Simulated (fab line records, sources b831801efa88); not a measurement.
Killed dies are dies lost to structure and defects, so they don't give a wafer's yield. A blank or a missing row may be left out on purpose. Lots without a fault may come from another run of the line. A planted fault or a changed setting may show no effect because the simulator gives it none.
One fault seen from 2 desks | flow sky130 | each desk has only its own numbers; what lay behind them comes last

THE TOOL OWNER'S DESK: pvd_sputter-02
The tool's own readings at SKY_VIA2_SPUTTER_20 (material TiN, target thk 20 nm, time 80 s): means of the sampled wafers that have a number, for each lot that ran on this tool. A lot is out of limits, marked OUT, if its mean lies more than 4 standard deviations from the usual mean; the brackets give that distance.
Columns: A = cathode_dc_power_W at SKY_VIA2_SPUTTER_20, usual 4000.0 W; B = throttle_valve_pct at SKY_VIA2_SPUTTER_20, usual 30.4 %
lot  | first seen here | A                        | B
L252 | day 39 22:44    | 3625.8 (-99 or more) OUT | 30.3
L253 | day 40 04:47    | 3626.0 (-99 or more) OUT | 30.2
L254 | day 40 09:52    | 3626.3 (-99 or more) OUT | 30.4
L264 | day 43 01:31    | 3999.6                   | 29.7
This desk's finding: out of limits on L252, L253, L254; first on L252, day 39 22:44 (cathode_dc_power_W at SKY_VIA2_SPUTTER_20). In limits: L264.

THE METROLOGY DESK
What the gauges read, lot by lot, whatever tool the lot ran on: means of the sampled wafers that have a number. A lot is out of limits, marked OUT, if its mean lies more than 4 standard deviations from the usual mean; the brackets give that distance.
Columns: A = cd_nm at SKY_VIA2_CD_MEAS_12, usual 200.6 nm; B = VIA2_OVL at SKY_VIA2_OVL_MEAS_13, usual 1 nm
lot  | first seen here | A     | B
L242 | day 36 09:48    | 200.1 | -5
L252 | day 39 21:53    | 200.1 | 2
L253 | day 40 03:56    | 201.0 | -0
L254 | day 40 08:58    | 203.5 | 2
L257 | day 41 10:28    | 202.8 | 4
L258 | day 41 13:20    | 201.5 | 2
L264 | day 43 00:41    | 198.9 | 3
This desk's finding: nothing out of limits on any of the 7 lots.

PUT TOGETHER
The tool owner's desk could have raised an alarm at day 39 22:44, on L252, L253, L254.
The metrology desk saw nothing out of limits.
The metrology desk has L252, L253, L254 on record, within its limits.
Of the lots named, all ran SKY_VIA2_SPUTTER_20 on pvd_sputter-02.

WHAT THE SIMULATOR HAD PUT IN
Process parameter drift: pvd_sputter-02, from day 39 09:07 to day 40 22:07, at SKY_VIA2_SPUTTER_20. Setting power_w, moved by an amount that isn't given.
Lots struck among those shown: L252, L253, L254.
Hours from the fault's start to each desk's first reading out of limits: the tool owner's desk, 14.
